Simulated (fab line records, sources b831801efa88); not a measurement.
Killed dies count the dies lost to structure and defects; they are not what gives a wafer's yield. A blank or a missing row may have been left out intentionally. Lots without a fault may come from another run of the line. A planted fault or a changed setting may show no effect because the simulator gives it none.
2 desks looking at one fault | flow sky130 | only its own numbers are on each desk; what lay behind them is given at the end

## THE METROLOGY DESK
Means of the sampled wafers that have a number, per lot and without regard to the tool the lot ran on: this is what the gauges read. Any lot whose mean is over 4 standard deviations away from the usual mean is out of limits and marked OUT; that distance is given in the brackets.
Columns: A = VIA3_OVL at SKY_VIA3_OVL_MEAS_13, usual 4 nm; B = cd nm at SKY_METAL4_CD_MEAS_13, usual 299.7 nm
lot  | first seen here | A  | B
L545 | day 39 23:05    | 4  | 301.6
L546 | day 40 02:48    | 5  | 298.8
L547 | day 40 14:47    | 1  | 298.6
L549 | day 40 22:35    | 8  | 297.3
L550 | day 41 02:14    | 5  | 300.7
L551 | day 41 14:39    | -3 | 299.7
L552 | day 41 21:06    | 2  | 298.7
L553 | day 41 21:20    | 4  | 299.4
L554 | day 42 04:46    | 6  | 298.5
L562 | day 44 09:09    | 8  | 299.3
L565 | day 45 08:03    | 2  | 300.2
L566 | day 45 13:26    | -2 | 302.2
This desk's verdict: no lot among the 12 shows anything out of limits.

## FOR THE TOOL OWNER'S DESK: rie metal-04
The tool's own readings at SKY_METAL3_ETCH_16 (etches BARC in N2/H2, stops on SiO2, time 88.2 s, target depth 60 nm): means of the sampled wafers that have a number, for each lot that ran on this tool. Any lot whose mean is over 4 standard deviations away from the usual mean is out of limits and marked OUT; that distance is given in the brackets.
Columns: A = chamber pressure mTorr at SKY_METAL3_ETCH_16, usual 29.995 mTorr; B = drypump motor current A at SKY_METAL3_ETCH_16, usual 6.1 A; C = oes product au at SKY_METAL3_ETCH_16, usual 0.626 a.u.; D = throttle valve pct at SKY_METAL3_ETCH_16, usual 13.203 %
lot  | first seen here | A      | B   | C     | D
L549 | day 39 20:39    | 30.002 | 5.8 | 0.629 | 13.199
L553 | day 40 20:02    | 29.987 | 5.7 | 0.623 | 13.199
L562 | day 43 09:15    | 30.003 | 5.5 | 0.622 | 13.202
L565 | day 44 08:09    | 29.988 | 5.6 | 0.624 | 13.211
This desk's verdict: no lot among the 4 shows anything out of limits.

## PUT TOGETHER
Metrology desk: nothing out of limits seen.
Nothing out of limits was seen by the tool owner's desk.

## WHAT THE SIMULATOR HAD INSERTED
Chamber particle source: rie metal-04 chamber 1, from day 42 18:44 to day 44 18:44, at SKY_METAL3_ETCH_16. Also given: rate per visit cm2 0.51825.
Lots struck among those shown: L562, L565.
